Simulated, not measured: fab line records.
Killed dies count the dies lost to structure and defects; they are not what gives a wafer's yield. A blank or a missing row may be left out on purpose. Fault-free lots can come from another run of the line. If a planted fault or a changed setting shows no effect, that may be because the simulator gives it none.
The tool behind it: which one? ; flow sky130 ; 39 wafers from 13 lots sampled at 4 of the route's 708 steps

## WHAT EACH GAUGE READ, for each wafer
SKY_VIA4_RS_MEAS_19: a four-point-probe measurement.
lot;measured;on;VIA4_W_RS (ohm/sq)
L406;day 42 23:01;film metro-03;0.2242 0.2202 0.2267
L407;day 43 06:38;film metro-01;0.2209 0.2237 0.2196
L408;day 43 08:53;film metro-02;0.2328 0.2292 0.2259
L409;day 43 14:27;film metro-01;0.2257 0.2278 0.2290
L410;day 43 23:47;film metro-01;0.2249 0.2257 0.2283
L412;day 44 11:54;film metro-03;0.2248 0.2207 0.2258
L415;day 45 10:25;film metro-01;0.2244 0.2280 0.2261
L416;day 45 15:19;film metro-02;0.2304 0.2270 0.2272
L417;day 46 00:40;film metro-03;0.2239 0.2236 0.2225
L420;day 46 16:20;film metro-02;0.2271 0.2260 0.2300
L426;day 48 02:58;film metro-03;0.2265 0.2258 0.2242
L428;day 48 13:05;film metro-01;0.2255 0.2249 0.2258
L429;day 48 19:20;film metro-01;0.2222 0.2240 0.2238

SKY_METAL5_RS_MEAS_05: a four-point-probe measurement.
lot;measured;on;METAL5_ALCU_RS (ohm/sq)
L406;day 42 23:40;film metro-02;0.02696 0.02723 0.02705
L407;day 43 07:16;film metro-01;0.02685 0.02688 0.02685
L408;day 43 09:32;film metro-01;0.02726 0.02734 0.02719
L409;day 43 15:06;film metro-04;0.02693 0.02679 0.02694
L410;day 44 00:25;film metro-02;0.0269 0.02713 0.02715
L412;day 44 12:33;film metro-01;0.02746 0.02717 0.02744
L415;day 45 11:04;film metro-04;0.0271 0.02703 0.02699
L416;day 45 15:58;film metro-01;0.02678 0.02685 0.02702
L417;day 46 01:28;film metro-02;0.02676 0.0267 0.02671
L420;day 46 16:59;film metro-01;0.0272 0.02697 0.02713
L426;day 48 03:37;film metro-04;0.0274 0.02738 0.02718
L428;day 48 13:44;film metro-02;0.02702 0.02692 0.02693
L429;day 48 19:59;film metro-04;0.02703 0.02719 0.02699

## TOOL THAT RAN EACH LOT (tool first, then ch and the chambers of the sampled wafers, then the start)
lot;SKY_VT_ADJUST_HVTP_STRIP_10;SKY_CAP2M_CVD_00
L406;plasma asher-04 ch 0,1, day 6 06:36;pecvd-04 ch 0,2, day 39 19:52
L407;plasma asher-02 ch 0,1, day 6 11:12;pecvd-01 ch 0,2, day 40 03:49
L408;plasma asher-02 ch 0, day 6 13:14;pecvd-03 ch 0,1, day 40 05:22
L409;plasma asher-01 ch 0,1, day 6 19:53;pecvd-03 ch 0,2, day 40 11:52
L410;plasma asher-01 ch 0, day 7 04:45;pecvd-01 ch 0,1,2, day 40 23:55
L412;plasma asher-04 ch 0,1, day 7 15:17;pecvd-01 ch 1,2, day 41 11:21
L415;plasma asher-04 ch 0,1, day 8 10:50;pecvd-03 ch 0,1,2, day 42 10:35
L416;plasma asher-01 ch 0,1, day 8 15:02;pecvd-03 ch 0,2, day 42 16:13
L417;plasma asher-01 ch 0,1, day 8 23:06;pecvd-01 ch 0,2, day 43 03:13
L420;plasma asher-02 ch 0,1, day 9 17:59;pecvd-03 ch 0,1, day 43 19:05
L426;plasma asher-02 ch 0,1, day 11 12:17;pecvd-03 ch 0,1,2, day 45 10:03
L428;plasma asher-01 ch 0,1, day 11 22:35;pecvd-01 ch 0,1,2, day 45 23:39
L429;plasma asher-01 ch 0,1, day 12 04:00;pecvd-03 ch 1,2, day 46 06:19
- SKY_VT_ADJUST_HVTP_STRIP_10: strips in O2/N2.
- SKY_CAP2M_CVD_00: deposits SiO2, target thk 15.5 nm.

## WHAT THE TOOLS THEMSELVES READ (means of the sampled wafers that have a number; where no wafer has one, the mark that the record gives instead)
SKY_VT_ADJUST_HVTP_STRIP_10.
lot;tool;chamber pressure mTorr (mTorr);drypump motor current A (A);oes product au (a.u.);strip time to endpoint s (s)
L406;plasma asher-04;1500.4;6.1;0.713;14.17
L407;plasma asher-02;1499.9;6.0;0.714;14.20
L408;plasma asher-02;1500.6;6.1;0.719;14.15
L409;plasma asher-01;1500.4;5.6;0.718;14.16
L410;plasma asher-01;1498.2;5.0;0.721;14.20
L412;plasma asher-04;1499.9;6.2;0.717;14.22
L415;plasma asher-04;1498.7;6.2;0.714;14.16
L416;plasma asher-01;1499.2;5.6;0.714;14.15
L417;plasma asher-01;1499.8;5.3;0.712;14.18
L420;plasma asher-02;1498.8;6.0;0.714;14.23
L426;plasma asher-02;1500.9;6.0;0.722;14.21
L428;plasma asher-01;1500.6;5.3;0.717;14.25
L429;plasma asher-01;1500.1;5.6;0.714;14.19

SKY_CAP2M_CVD_00.
lot;tool;heater power w (W)
L406;pecvd-04;753
L407;pecvd-01;635
L408;pecvd-03;767
L409;pecvd-03;793
L410;pecvd-01;703
L412;pecvd-01;689
L415;pecvd-03;680
L416;pecvd-03;758
L417;pecvd-01;694
L420;pecvd-03;773
L426;pecvd-03;741
L428;pecvd-01;683
L429;pecvd-03;725

## THE ANSWER, worked out from the rows above alone
Rule: usual is defined by the lots themselves. The widest of any qualifying gaps counts: lots, ordered by their means at a reading, are off when they make up no more than a third of the lots, leave a main group of 4 or more, and stand apart from it by 3 or more times the standard deviation of that group's means. Not used: any main group whose means are identical at the precision the tables above print for the reading. A lot without any number at a reading at which 4 lots or more have one is off too. Where the step has rows for the other lots, those lots are counted as sound. First the gauges in route order, then the tools' own readings, where a lot's mean is used as printed above. The first step at which some lot is off is used, and at that step the reading that is off furthest; a lot without a number counts as furthest.
No lot is off at any reading shown: from this, nothing can be told.

## WHAT THE SIMULATOR HAD PUT IN
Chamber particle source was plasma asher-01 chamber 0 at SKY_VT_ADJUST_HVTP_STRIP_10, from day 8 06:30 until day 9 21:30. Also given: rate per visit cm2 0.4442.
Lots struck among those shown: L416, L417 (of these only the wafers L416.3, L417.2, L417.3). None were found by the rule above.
